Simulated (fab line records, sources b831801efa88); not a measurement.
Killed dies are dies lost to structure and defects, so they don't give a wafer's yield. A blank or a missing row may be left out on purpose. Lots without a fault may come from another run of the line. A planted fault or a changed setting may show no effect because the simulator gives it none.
Problem report in the 8D (eight disciplines) form, filled by code | flow gf180mcu | the parts of the form that need people (team, actions taken, sign-off) are left out

1. THE PROBLEM
chamber_pressure_pa at GF_V5_SPUTTER_21 reads a mean of 5.851 Pa on 6 wafers of 2 lots; wafers without a fault read 5.002 Pa with a standard deviation of 0.011. That is +77 standard deviations from the usual mean.
The step: material Ti, target thk 15 nm, time 80.02 s.
First seen on wafer L274.4, day 31 23:20, on pvd_sputter-03. The record holds 42 wafers of 14 lots with a number at this step. Rule for "out", or "out of limits": more than 4 standard deviations from the usual mean. The other wafers with a number count as sound.

2. WHAT IT IS AND WHAT IT IS NOT
question                    | is                     | is not
which readings at this step | chamber_pressure_pa    | -
which lots                  | L274, L275             | L258, L259, L260, L262, L263, L264, L265, L266, L277, L279, L280, L281
which wafers of those lots  | all that have a number | -
read on which tools         | pvd_sputter-03         | pvd_sputter-01, pvd_sputter-04
when                        | from day 31 23:20      | up to then (24 sound wafers); but 12 sound wafers of L277, L279, L280, L281 came after

3. SUSPECTS, AND WHAT RULES EACH OUT
Counting: a tool at a process step up to the reading stays a suspect if it ran every lot that is out and no sound lot after the first of them.
- pvd_sputter-03 at GF_V5_SPUTTER_21 (material Ti, target thk 15 nm, time 80.02 s): kept. It ran every lot that is out, first L274 (day 31 23:20), and no sound lot after that; its last sound lot up to then is L263 (day 29 01:25). Its own readings are out on those wafers: chamber_pressure_pa.
Left after counting: pvd_sputter-03 at GF_V5_SPUTTER_21.

4. THE CAUSE (what the simulator had put in)
Process parameter drift: pvd_sputter-03, from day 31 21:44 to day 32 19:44, at GF_V5_SPUTTER_21. Setting chamber_pressure_pa, moved by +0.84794, from 5. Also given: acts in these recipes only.
Counting left only this tool.

5. THE CHAIN OF EFFECTS, in route order
Each row: a reading whose mean over the struck wafers that have a number lies more than 3 standard deviations from the usual. Only readings for which the record gives a usual standard deviation are gone through. hours: the time from each lot's start at the first step in this table that gives one to its start at this step, as a median over the lots. sigmas: the change in usual standard deviations.
hours | step             | reading             | usual    | on struck wafers | change | sigmas
0     | GF_V5_SPUTTER_21 | chamber_pressure_pa | 5.002 Pa | 5.851            | +0.849 | +77
0     | GF_V5_SPUTTER_21 | throttle_valve_pct  | 30.2 %   | 27.1             | -3.1   | -3.1
The process steps in it:
- GF_V5_SPUTTER_21: material Ti, target thk 15 nm, time 80.02 s.
Later measuring or inspecting steps at which every struck wafer that the step has a row for has a number for every such reading, and none has moved that far: GF_TOP_METAL_THK_MEAS_06.

6. WHAT WOULD HAVE CAUGHT IT SOONER
In this record the first reading out of limits was taken at day 31 23:20, 2 hours after the fault began at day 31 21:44.
